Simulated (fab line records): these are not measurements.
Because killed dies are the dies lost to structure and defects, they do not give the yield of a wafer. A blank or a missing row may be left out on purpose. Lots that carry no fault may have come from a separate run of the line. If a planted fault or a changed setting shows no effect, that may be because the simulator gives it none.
Problem report, 8D (eight disciplines) form, completed by code ; flow gf180mcu ; the parts of the form that need people (team, actions taken, sign-off) are left out

1. THE PROBLEM
At GF_V3_SOFTBAKE_10, heater_power_total_W averages 96.74 W over 6 wafers from 2 lots, while fault-free wafers read 93.05 W, standard deviation 0.058. Measured from the usual mean, that is +64 standard deviations.
The step: time 60 s.
The first sign was on wafer L566.3 at day 27 22:00, on litho_track-03. Wafers with a number at this step in the record: 42, from 14 lots. Rule for "out", or "out of limits": more than 4 standard deviations from the usual mean. Any other wafer with a number is counted as sound.

2. WHAT IT IS, AND WHAT IT ISN'T
question;is;is not
which readings at this step;heater_power_total_W, run_length_s;chill_plate_temp_C
which lots;L566, L568;L550, L552, L553, L554, L555, L557, L558, L559, L560, L562, L569, L570
which wafers of those lots;all that have a number;-
read on which tools;litho_track-03;litho_track-01, litho_track-04
when;from day 27 22:00;"up to then (30 sound wafers); but 6 sound wafers of L569, L570 came after"

3. SUSPECTS, AND WHAT RULES EACH OUT
Counting: any tool at a process step up to the reading is kept as a suspect provided that every lot that is out went through it and no sound lot did after the first of them.
- litho_track-03 at GF_V3_SOFTBAKE_10 (time 60 s): kept. It processed each lot that is out, first L566 at day 27 22:00, and no sound lot thereafter; up to then, the last sound lot it processed was L562 at day 26 20:00. Its own heater_power_total_W, run_length_s readings are out on those wafers.
The count leaves litho_track-03 at GF_V3_SOFTBAKE_10.

4. THE CAUSE (what the simulator had put in)
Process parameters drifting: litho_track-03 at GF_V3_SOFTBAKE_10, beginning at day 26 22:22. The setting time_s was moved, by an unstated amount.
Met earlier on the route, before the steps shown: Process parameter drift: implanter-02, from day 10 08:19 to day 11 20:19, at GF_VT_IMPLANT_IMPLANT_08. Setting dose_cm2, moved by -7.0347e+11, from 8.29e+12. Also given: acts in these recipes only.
The count eliminated every tool but this one.

5. THE CHAIN OF EFFECTS, in route order
Rows list readings where the struck wafers' mean (over those with a number) sits beyond 3 standard deviations from the usual. Only readings for which the record gives a usual standard deviation are gone through. hours: the time from each lot's start at the first step in this table that gives one to its start at this step, as a median over the lots. sigmas: the change in usual standard deviations.
hours;step;reading;usual;on struck wafers;change;sigmas
0;GF_V3_SOFTBAKE_10;heater_power_total_W;93.05 W;96.74;+3.69;+64
0;GF_V3_SOFTBAKE_10;run_length_s;89.05 s;82.75;-6.30;-30
Here are the process steps it includes:
- GF_V3_SOFTBAKE_10: time 60 s.

6. HOW IT WOULD HAVE BEEN CAUGHT EARLIER
First out-of-limits reading in this record: day 27 22:00, which is 24 hours after fault onset at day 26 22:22.
